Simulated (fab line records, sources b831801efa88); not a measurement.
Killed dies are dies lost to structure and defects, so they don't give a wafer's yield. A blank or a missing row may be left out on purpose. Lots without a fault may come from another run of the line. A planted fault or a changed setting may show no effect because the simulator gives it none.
fab line records | flow sky130
record lots=5 wafers=15 last_day=50
route steps=708 shown CAPM@538 METAL3@555
lots that met no fault: from a run of the same line without faults
start_h: hours from the record's first day to the start of the lot's first wafer shown | wait_h: hours since the lot's step before | " the same as in the row above | L1.1+2: a row that stands for several wafers | - no value, or no start given | * or withheld: withheld | < > ~ a bound
route shown NAME@n: a module of which the file shows steps, and the number in the route of the first | usual: mean/standard deviation of fault-free wafers | same: alike in all rows | chamber/n: place in a boat | sites: the reading at each site | _std_site: their standard deviation | _edge_site: outer sites' mean less inner sites' | radius_mm: how far each site lies from the wafer's centre | mask NAME#n: copy n | behind: the tool/chamber that last shaped the wafer | hold: why the lot was held/for how many hours/how that ended | device: the transistor (n, p or np) that didn't switch | end of line: the same wafers' tests at the end of the route | a step without rows: its recipe alone | killed: dies lost to structure and defects at the first sort, not the wafer's yield | map: a wafer's dies, x killed, . not, _ none there
set.NAME: the setting as run; set.NAME@STEP: as run at that earlier step | model.NAME: the simulator's own value behind a step, which no gauge read
lots at some steps of the route; a table a step, a row a wafer
services: from which hour (start_h, from the record's first day; less than 0 if before it) a tool's chamber was out of use, for how many hours, and why
## steps
# step SKY_CAPM_THK_MEAS_01
# recipe reads=SiO2_of_CAPM_CVD_00
# usual CAPM_CVD_00_THK=15.44/0.22
# columns lot.wafer tool chamber start_h wait_h CAPM_CVD_00_THK[nm]
L076.3 film_metro-04 - 866.28 - 15.79
L076.4 " - " " 15.64
L076.6 " - " " 15.82
L084.3 film_metro-02 - 924.30 - 15.35
L084.4 " - " " 15.64
L084.6 " - " " 15.80
L089.1 film_metro-04 - 974.60 - 15.27
L089.2 " - " " 15.18
L089.3 " - " " 15.14
L095.3 film_metro-01 - 1003.50 - 15.57
L095.5 " - " " 15.66
L095.6 " - " " 15.73
L097.1 film_metro-02 - 1012.72 - 15.19
L097.3 " - " " 15.32
L097.4 " - " " 15.30
# step SKY_CAPM_SPUTTER_02
# recipe material=TiN target_thk_nm=200 temp_c=300 power_w=6500 time_s=166.7 chamber_pressure_pa=0.4
# usual throttle_valve_pct=30.1/1.2
# columns lot.wafer tool chamber start_h wait_h throttle_valve_pct
L076.3 pvd_sputter-02 - 866.32 0.0 29.8
L076.4 " - " " 29.2
L076.6 " - " " 32.5
L084.3 pvd_sputter-01 - 924.34 0.0 29.9
L084.4 " - " " 28.7
L084.6 " - " " 30.1
L089.1 pvd_sputter-04 - 974.66 0.1 32.2
L089.2 " - " " 30.5
L089.3 " - " " 32.4
L095.3 pvd_sputter-01 - 1003.54 0.0 30.3
L095.5 " - " " 28.5
L095.6 " - " " 29.8
L097.1 pvd_sputter-01 - 1012.78 0.1 28.6
L097.3 " - " " 30.0
L097.4 " - " " 28.7
# step SKY_CAPM_RS_MEAS_03
# recipe thk_meas_gauge=four-point-probe reads=TiN_of_CAPM_SPUTTER_02
# usual CAPM_TIN_RS=6.92/0.073
# columns lot.wafer tool chamber start_h wait_h CAPM_TIN_RS[ohm/sq]
L076.3 film_metro-04 - 866.47 0.1 6.93
L076.4 " - " " 6.84
L076.6 " - " " 6.91
L084.3 film_metro-01 - 924.49 0.1 6.84
L084.4 " - " " 6.78
L084.6 " - " " 6.78
L089.1 film_metro-02 - 974.77 0.1 6.99
L089.2 " - " " 6.94
L089.3 " - " " 7.03
L095.3 film_metro-02 - 1003.69 0.1 6.91
L095.5 " - " " 6.86
L095.6 " - " " 6.95
L097.1 film_metro-01 - 1012.89 0.1 6.91
L097.3 " - " " 6.95
L097.4 " - " " 6.91
# step SKY_CAPM_THK_MEAS_04
# recipe thk_meas_gauge=xrf reads=TiN_of_CAPM_SPUTTER_02
# usual CAPM_TIN_THK=198.4/2.2
# columns lot.wafer tool chamber start_h wait_h CAPM_TIN_THK[nm]
L076.3 film_metro-04 - 866.57 0.1 198.1
L076.4 " - " " 202.0
L076.6 " - " " 199.8
L084.3 film_metro-01 - 924.59 0.1 201.4
L084.4 " - " " 202.3
L084.6 " - " " 202.5
L089.1 film_metro-02 - 974.89 0.1 196.4
L089.2 " - " " 197.4
L089.3 " - " " 195.6
L095.3 film_metro-02 - 1003.79 0.1 197.3
L095.5 " - " " 200.4
L095.6 " - " " 198.3
L097.1 film_metro-01 - 1013.01 0.1 198.2
L097.3 " - " " 198.1
L097.4 " - " " 198.3
# step SKY_CAPM_DEHYDRATE_05
# recipe temp_c=200 time_s=60
# columns lot.wafer tool chamber start_h wait_h
L076.3+4+6 litho_track-03 0 878.42 11.8
L084.3+4+6 litho_track-04 0 935.64 11.0
L089.1+2+3 litho_track-03 0 985.72 10.8
L095.3+5+6 litho_track-01 0 1014.65 10.9
L097.1+3+4 litho_track-04 0 1024.69 11.7
# step SKY_CAPM_HMDS_06
# recipe prime_time_s=60 prime_temp_c=120
# usual prime_temp_c=120.05/0.14
# columns lot.wafer tool chamber start_h wait_h prime_temp_c
L076.3 litho_track-03 0 878.57 0.1 120.29
L076.4 " 0 " " 120.30
L076.6 " 0 " " 120.13
L084.3 litho_track-04 0 935.79 0.1 119.67
L084.4 " 0 " " 119.81
L084.6 " 0 " " 119.87
L089.1 litho_track-03 0 985.87 0.1 120.25
L089.2 " 0 " " 120.12
L089.3 " 0 " " 120.24
L095.3 litho_track-01 0 1014.80 0.1 120.03
L095.5 " 0 " " 119.94
L095.6 " 0 " " 120.00
L097.1 litho_track-04 0 1024.84 0.1 119.95
L097.3 " 0 " " 119.85
L097.4 " 0 " " 120.04
# step SKY_CAPM_COAT_07
# recipe resist=NOVOLAK spin_rpm=3000 resist_thk_nm=1140
# columns lot.wafer tool chamber start_h wait_h
L076.3+4+6 litho_track-03 0 878.72 0.1
L084.3+4+6 litho_track-04 0 935.94 0.1
L089.1+2+3 litho_track-03 0 986.02 0.1
L095.3+5+6 litho_track-01 0 1014.95 0.1
L097.1+3+4 litho_track-04 0 1024.99 0.1
# step SKY_CAPM_SOFTBAKE_08
# recipe temp_c=90 time_s=60 resist=NOVOLAK
# columns lot.wafer tool chamber start_h wait_h
L076.3+4+6 litho_track-03 0 878.87 0.1
L084.3+4+6 litho_track-04 0 936.09 0.1
L089.1+2+3 litho_track-03 0 986.17 0.1
L095.3+5+6 litho_track-01 0 1015.10 0.1
L097.1+3+4 litho_track-04 0 1025.14 0.1
# step SKY_CAPM_EXPOSE_09
# recipe mask_id=CAPM na=0.6 source_shape=conventional sigma_outer=0.6 polarization=unpolarized target_cd_nm=1000 dose_mj=159
# same na=0.6
# columns lot.wafer tool chamber start_h wait_h mask
L076.3+4+6 iline_stepper-02 0 - - CAPM#0
L084.3+4+6 iline_stepper-01 0 - - CAPM#0
L089.1+2+3 iline_stepper-01 0 - - CAPM#0
L095.3+5+6 iline_stepper-02 0 - - CAPM#0
L097.1+3+4 iline_stepper-01 0 - - CAPM#0
# step SKY_CAPM_PEB_10
# recipe temp_c=withheld time_s=* resist=NOVOLAK
# columns lot.wafer tool chamber start_h wait_h
L076.3+4+6 litho_track-03 0 - -
L084.3+4+6 litho_track-01 0 - -
L089.1+2+3 litho_track-03 0 - -
L095.3+5+6 litho_track-01 0 - -
L097.1+3+4 litho_track-04 0 - -
# step SKY_CAPM_DEVELOP_11
# recipe resist=NOVOLAK developer=TMAH develop_time_s=60 dev_temp_c=23
# columns lot.wafer tool chamber start_h wait_h
L076.3+4+6 litho_track-03 0 891.97 0.1
L084.3+4+6 litho_track-01 0 948.20 0.1
L089.1+2+3 litho_track-03 0 998.32 0.1
L095.3+5+6 litho_track-01 0 1026.65 0.1
L097.1+3+4 litho_track-04 0 1035.59 0.1
# step SKY_CAPM_OVL_MEAS_12
# usual CAPM_OVL=0.6/1.4
# columns lot.wafer tool chamber start_h wait_h CAPM_OVL[nm]
L076.3 overlay-02 - 892.09 0.1 -0.5
L076.4 " - " " 1.3
L076.6 " - " " 2.0
L084.3 overlay-02 - 948.31 0.1 0.4
L084.4 " - " " 0.6
L084.6 " - " " 2.1
L089.1 overlay-01 - 998.47 0.1 4.3
L089.2 " - " " 2.7
L089.3 " - " " 2.6
L095.3 overlay-01 - 1026.77 0.1 0.3
L095.5 " - " " 1.7
L095.6 " - " " 1.9
L097.1 overlay-02 - 1035.74 0.1 1.5
L097.3 " - " " 1.9
L097.4 " - " " 0.9
# step SKY_CAPM_METAL_ETCH_13
# recipe target_depth_nm=220 stop_on=SiO2 chemistry=Cl2/BCl3 target=TiN pressure_mtorr=10 icp_w=900 bias_w=48.5 Cl2_flow_sccm=60 bcl3_flow_sccm=30 time_s=62.9
# usual drypump_motor_current_A=5.9/0.43 oes_product_au=0.941/0.0069 throttle_valve_pct=21.902/0.011
# columns lot.wafer tool chamber start_h wait_h drypump_motor_current_A oes_product_au rf_hours_counter_h throttle_valve_pct
L076.3 rie_metal-02 1 892.13 0.0 6.6 0.933 - 21.910
L076.4 " 0 " " 5.8 0.947 - 21.887
L076.6 " 1 " " 6.6 0.949 - 21.894
L084.3 rie_metal-03 1 948.39 0.1 5.6 0.940 - 21.903
L084.4 " 1 " " 5.5 0.953 - 21.906
L084.6 " 1 " " 5.5 0.950 - 21.884
L089.1 rie_metal-04 0 998.51 0.0 5.4 0.937 13 21.902
L089.2 " 1 " " 5.8 0.944 14 21.897
L089.3 " 0 " " 5.4 0.930 - 21.914
L095.3 rie_metal-03 0 1026.81 0.0 6.3 0.946 - 21.895
L095.5 " 0 " " 6.3 0.937 - 21.879
L095.6 " 1 " " 5.5 0.938 - 21.909
L097.1 rie_metal-03 0 1035.78 0.0 6.3 0.943 2 21.892
L097.3 " 0 " " 6.3 0.929 - 21.889
L097.4 " 1 " " 5.5 0.946 - 21.889
# step SKY_CAPM_STRIP_14
# recipe chemistry=O2/N2 power_w=1400 pressure_mtorr=1500 platen_temp_c=withheld o2_flow_sccm=3000 n2_flow_sccm=300 overash_fraction=0.5
# usual drypump_motor_current_A=5.8/0.42 oes_product_au=0.710/0.0044 strip_time_to_endpoint_s=12.67/0.049
# columns lot.wafer tool chamber start_h wait_h drypump_motor_current_A oes_product_au rf_hours_counter_h strip_time_to_endpoint_s
L076.3 plasma_asher-04 0 892.22 0.1 5.7 0.716 - 12.70
L076.4 " 1 " " 5.9 0.706 - 12.65
L076.6 " 0 " " 5.7 0.714 - 12.72
L084.3 plasma_asher-03 1 948.53 0.1 5.8 0.707 - 12.63
L084.4 " 0 " " 6.5 0.709 - 12.58
L084.6 " 1 " " 5.8 0.714 - 12.61
L089.1 plasma_asher-03 1 998.59 0.1 5.8 0.701 25 12.68
L089.2 " 0 " " 6.5 0.709 25 12.66
L089.3 " 0 " " 6.5 0.713 - 12.58
L095.3 plasma_asher-04 0 1026.90 0.1 5.7 0.715 - 12.74
L095.5 " 1 " " 5.9 0.707 - 12.66
L095.6 " 0 " " 5.7 0.708 - 12.63
L097.1 plasma_asher-01 0 1035.88 0.1 5.1 0.713 124 12.77
L097.3 " 1 " " 5.7 0.705 - 12.75
L097.4 " 0 " " 5.1 0.713 - 12.70
# step SKY_CAPM_STRIP_15
# recipe chemistry=post_etch_residue_remover time_s=1200 temp_c=72.5
# usual bath_guard_temp_C=72.5/0.35
# columns lot.wafer tool chamber start_h wait_h bath_guard_temp_C
L076.3 wet_bench-03 0 892.29 0.0 73.1
L076.4 " 0 " " 72.8
L076.6 " 0 " " 72.9
L084.3 wet_bench-04 0 948.59 0.0 72.6
L084.4 " 0 " " 72.2
L084.6 " 0 " " 72.7
L089.1 wet_bench-02 1 998.69 0.1 72.2
L089.2 " 1 " " 72.4
L089.3 " 1 " " 72.5
L095.3 wet_bench-04 0 1026.97 0.0 72.3
L095.5 " 0 " " 72.7
L095.6 " 0 " " 72.2
L097.1 wet_bench-03 2 1035.98 0.1 73.3
L097.3 " 2 " " 73.0
L097.4 " 2 " " 73.2
# step SKY_CAPM_CLEAN_16
# recipe chemistry=IPA time_s=180 temp_c=25
# columns lot.wafer tool chamber start_h wait_h
L076.3+4+6 wet_bench-04 3 892.63 0.0
L084.3+4+6 wet_bench-02 2 948.94 0.0
L089.1+2+3 wet_bench-03 2 999.03 0.0
L095.3+5+6 wet_bench-03 2 1027.31 0.0
L097.1+3+4 wet_bench-04 2 1036.39 0.0
# step SKY_CAPM_CLEAN_17
# recipe chemistry=O3/DIW dry=n2_spin
# columns lot.wafer tool chamber start_h wait_h
L076.3+4+6 wet_bench-02 2 892.69 0.0
L084.3+4+6 wet_bench-03 1 948.99 0.0
L089.1+2+3 wet_bench-03 0 999.09 0.0
L095.3+5+6 wet_bench-04 0 1027.38 0.0
L097.1+3+4 wet_bench-03 0 1036.44 0.0
# step SKY_METAL3_DEHYDRATE_05
# recipe temp_c=200 time_s=60
# columns lot.wafer tool chamber start_h wait_h
L076.3+4+6 litho_track-04 0 904.64 11.9
L084.3+4+6 litho_track-04 0 960.24 11.2
L089.1+2+3 litho_track-04 0 1009.09 9.9
L095.3+5+6 litho_track-02 0 1037.33 9.9
L097.1+3+4 litho_track-04 0 1047.14 10.6
# step SKY_METAL3_HMDS_06
# recipe prime_time_s=60 prime_temp_c=120
# usual prime_temp_c=120.03/0.13
# columns lot.wafer tool chamber start_h wait_h prime_temp_c
L076.3 litho_track-04 0 904.79 0.1 119.68
L076.4 " 0 " " 119.99
L076.6 " 0 " " 119.60
L084.3 litho_track-04 0 960.39 0.1 119.99
L084.4 " 0 " " 119.81
L084.6 " 0 " " 119.86
L089.1 litho_track-04 0 1009.24 0.1 120.01
L089.2 " 0 " " 120.09
L089.3 " 0 " " 119.98
L095.3 litho_track-02 0 1037.48 0.1 120.06
L095.5 " 0 " " 120.09
L095.6 " 0 " " 120.09
L097.1 litho_track-04 0 1047.29 0.1 120.02
L097.3 " 0 " " 120.11
L097.4 " 0 " " 120.00
# step SKY_METAL3_COAT_07
# recipe resist=BARC temp_c=withheld time_s=withheld spin_rpm=3000 resist_thk_nm=60
# columns lot.wafer tool chamber start_h wait_h
L076.3+4+6 litho_track-04 0 904.94 0.1
L084.3+4+6 litho_track-04 0 960.54 0.1
L089.1+2+3 litho_track-04 0 1009.39 0.1
L095.3+5+6 litho_track-02 0 1037.63 0.1
L097.1+3+4 litho_track-04 0 1047.44 0.1
# step SKY_METAL3_COAT_08
# recipe resist=KrF-thick spin_rpm=3000 resist_thk_nm=1140
# columns lot.wafer tool chamber start_h wait_h
L076.3+4+6 litho_track-04 0 - -
L084.3+4+6 litho_track-04 0 - -
L089.1+2+3 litho_track-04 0 - -
L095.3+5+6 litho_track-02 0 - -
L097.1+3+4 litho_track-04 0 - -
# step SKY_METAL3_SOFTBAKE_09
# recipe temp_c=100 time_s=90 resist=KrF-thick
# columns lot.wafer tool chamber start_h wait_h
L076.3+4+6 litho_track-04 0 - -
L084.3+4+6 litho_track-04 0 - -
L089.1+2+3 litho_track-04 0 - -
L095.3+5+6 litho_track-02 0 - -
L097.1+3+4 litho_track-04 0 - -
# step SKY_METAL3_EXPOSE_10
# recipe mask_id=MM3 na=0.68 source_shape=annular sigma_inner=0.4 sigma_outer=0.8 target_cd_nm=300 dose_mj=28
# same na=0.68
# columns lot.wafer tool chamber start_h wait_h mask
L076.3+4+6 krf_scanner-02 0 - - MM3#0
L084.3+4+6 krf_scanner-01 0 - - MM3#0
L089.1+2+3 krf_scanner-02 0 - - MM3#0
L095.3+5+6 krf_scanner-01 0 - - MM3#0
L097.1+3+4 krf_scanner-02 0 - - MM3#0
# step SKY_METAL3_PEB_11
# recipe peb_temp_c=withheld peb_time_s=withheld resist=KrF-thick
# columns lot.wafer tool chamber start_h wait_h
L076.3+4+6 litho_track-02 0 - -
L084.3+4+6 litho_track-02 0 - -
L089.1+2+3 litho_track-02 0 - -
L095.3+5+6 litho_track-04 0 - -
L097.1+3+4 litho_track-03 0 - -
# step SKY_METAL3_DEVELOP_12
# recipe develop_time_s=60 resist=KrF-thick dev_temp_c=21
# columns lot.wafer tool chamber start_h wait_h
L076.3+4+6 litho_track-02 0 - -
L084.3+4+6 litho_track-02 0 - -
L089.1+2+3 litho_track-02 0 - -
L095.3+5+6 litho_track-04 0 - -
L097.1+3+4 litho_track-03 0 - -
# step SKY_METAL3_CD_MEAS_13
# recipe target_cd_nm=300
# usual cd_nm=299.3/1.4
# columns lot.wafer tool chamber start_h wait_h cd_nm
L076.3 cd_sem-02 - 917.72 - 299.7
L076.4 " - " " 298.7
L076.6 " - " " 299.6
L084.3 cd_sem-01 - 973.22 - 300.3
L084.4 " - " " 299.6
L084.6 " - " " 299.8
L089.1 cd_sem-01 - 1021.63 - 302.5
L089.2 " - " " 301.1
L089.3 " - " " 301.0
L095.3 cd_sem-02 - 1049.83 - 301.3
L095.5 " - " " 300.6
L095.6 " - " " 303.0
L097.1 cd_sem-02 - 1057.87 - 298.5
L097.3 " - " " 298.4
L097.4 " - " " 298.7
# step SKY_METAL3_OVL_MEAS_14
# usual METAL3_OVL=0/5.5
# columns lot.wafer tool chamber start_h wait_h METAL3_OVL[nm]
L076.3 overlay-01 - 917.81 0.1 -4
L076.4 " - " " -4
L076.6 " - " " -4
L084.3 overlay-01 - 973.31 0.1 -2
L084.4 " - " " 7
L084.6 " - " " 7
L089.1 overlay-01 - 1021.75 0.1 -5
L089.2 " - " " -6
L089.3 " - " " -8
L095.3 overlay-02 - 1049.92 0.1 -10
L095.5 " - " " -5
L095.6 " - " " -7
L097.1 overlay-01 - 1057.99 0.1 -6
L097.3 " - " " 1
L097.4 " - " " -7
# step SKY_METAL3_DESCUM_15
# recipe chemistry=O2 source_power_w=150 bias_power_w=0 pressure_mtorr=10 temp_c=40 time_s=8
# usual drypump_motor_current_A=5.9/0.37 oes_product_au=0.996/0.0071
# columns lot.wafer tool chamber start_h wait_h drypump_motor_current_A oes_product_au rf_hours_counter_h
L076.3 rie_metal-04 1 917.85 0.0 5.8 0.991 -
L076.4 " 0 " " 5.4 0.998 -
L076.6 " 0 " " 5.4 0.991 -
L084.3 rie_metal-02 0 973.35 0.0 5.8 0.997 -
L084.4 " 1 " " 6.6 0.992 -
L084.6 " 1 " " 6.6 1.001 -
L089.1 rie_metal-02 0 1021.79 0.0 5.8 0.988 19
L089.2 " 1 " " 6.6 0.997 12
L089.3 " 0 " " 5.8 0.984 -
L095.3 rie_metal-02 1 1049.96 0.0 6.6 0.994 -
L095.5 " 1 " " 6.6 0.994 -
L095.6 " 0 " " 5.8 0.991 -
L097.1 rie_metal-01 0 1058.03 0.0 6.2 1.015 20
L097.3 " 0 " " 6.2 1.006 -
L097.4 " 1 " " 6.0 1.011 -
## services
# columns tool chamber start_h hours kind
pvd_sputter-01 - 843.82 2.5 repair
krf_scanner-01 - 848.51 1.0 pm
iline_stepper-02 - 856.67 4.7 repair
plasma_asher-04 - 864.55 20.6 pm
krf_scanner-02 - 871.49 0.8 pm
krf_scanner-01 - 904.11 1.3 pm
iline_stepper-02 - 910.03 2.5 repair
krf_scanner-01 - 911.59 0.8 pm
krf_scanner-02 - 912.77 1.0 pm
plasma_asher-03 - 926.97 3.4 repair
plasma_asher-03 - 949.10 9.8 pm
iline_stepper-02 - 957.79 1.7 pm
krf_scanner-02 - 962.06 1.3 pm
krf_scanner-01 - 967.13 0.8 pm
iline_stepper-01 - 974.65 1.7 pm
rie_metal-03 - 996.96 28.1 pm
krf_scanner-02 - 1009.21 0.4 repair
rie_metal-04 0 1010.45 2.2 repair
krf_scanner-01 - 1012.25 0.3 repair
krf_scanner-01 - 1017.51 1.0 pm
iline_stepper-02 - 1030.33 1.6 repair
krf_scanner-02 - 1040.29 0.8 pm
iline_stepper-01 - 1045.18 11.1 repair
krf_scanner-02 - 1054.13 2.6 repair
## key
fault none
